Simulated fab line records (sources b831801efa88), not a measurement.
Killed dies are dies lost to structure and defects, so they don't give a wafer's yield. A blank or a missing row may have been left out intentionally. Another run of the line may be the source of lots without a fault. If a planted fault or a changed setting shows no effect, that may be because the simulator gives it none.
2 desks looking at one fault ; flow sky130 ; what lay behind the numbers comes last; until then each desk has only its own

THE TOOL OWNER'S DESK: rie_si-02
The tool's own readings at SKY_FIELD_ISO_ETCH_17 (etches Si in HBr/Cl2/O2, target depth 342 nm, time 97.7 s): means of the sampled wafers that have a number, for each lot that ran on this tool. A lot is out of limits, marked OUT, if its mean lies more than 4 standard deviations from the usual mean; the brackets give that distance.
Columns: A = drypump_motor_current_A at SKY_FIELD_ISO_ETCH_17, usual 5.64 A; B = oes_product_au at SKY_FIELD_ISO_ETCH_17, usual 0.997 a.u.; C = run_length_s at SKY_FIELD_ISO_ETCH_17, usual 125.9 s; D = throttle_valve_pct at SKY_FIELD_ISO_ETCH_17, usual 25.659 %
lot;first seen here;A;B;C;D
L365;day 2 09:41;5.68;1.000;126.2;25.657
L377;day 5 03:07;5.73;1.007;121.7 (-9.5) OUT;25.640
L378;day 5 06:13;5.91;1.010;121.8 (-9.3) OUT;25.651
This desk's verdict: out of limits on L377, L378, starting with L377 at day 5 03:07 (run_length_s at SKY_FIELD_ISO_ETCH_17). L365 stayed within limits.

METROLOGY DESK
Lot by lot, what the gauges showed, no matter which tool ran the lot: averages of those sampled wafers that carry a number. A lot is out of limits, marked OUT, if its mean lies more than 4 standard deviations from the usual mean; the brackets give that distance.
Columns: A = cd_nm at SKY_FIELD_ISO_CD_MEAS_13, usual 150.3 nm
lot;first seen here;A
L365;day 2 09:22;150.3
L371;day 3 17:34;149.7
L377;day 5 02:49;150.9
L378;day 5 05:54;151.3
L380;day 5 16:18;151.2
L387;day 7 05:43;150.8
This desk's finding: nothing out of limits on any of the 6 lots.

TAKEN TOGETHER
The tool owner's desk could have raised an alarm at day 5 03:07, on L377, L378.
At the metrology desk, nothing out of limits was observed.
The metrology desk has L377, L378 on record, within its limits.
On rie_si-02, each named lot ran SKY_FIELD_ISO_ETCH_17.

WHAT HAD BEEN PUT IN BY THE SIMULATOR
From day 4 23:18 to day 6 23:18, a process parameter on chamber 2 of rie_si-02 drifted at SKY_FIELD_ISO_ETCH_17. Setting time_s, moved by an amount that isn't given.
Struck lots among those shown: L377, L378.
Delay in hours, fault start to first out-of-limits reading, by desk: the tool owner's desk at 4.
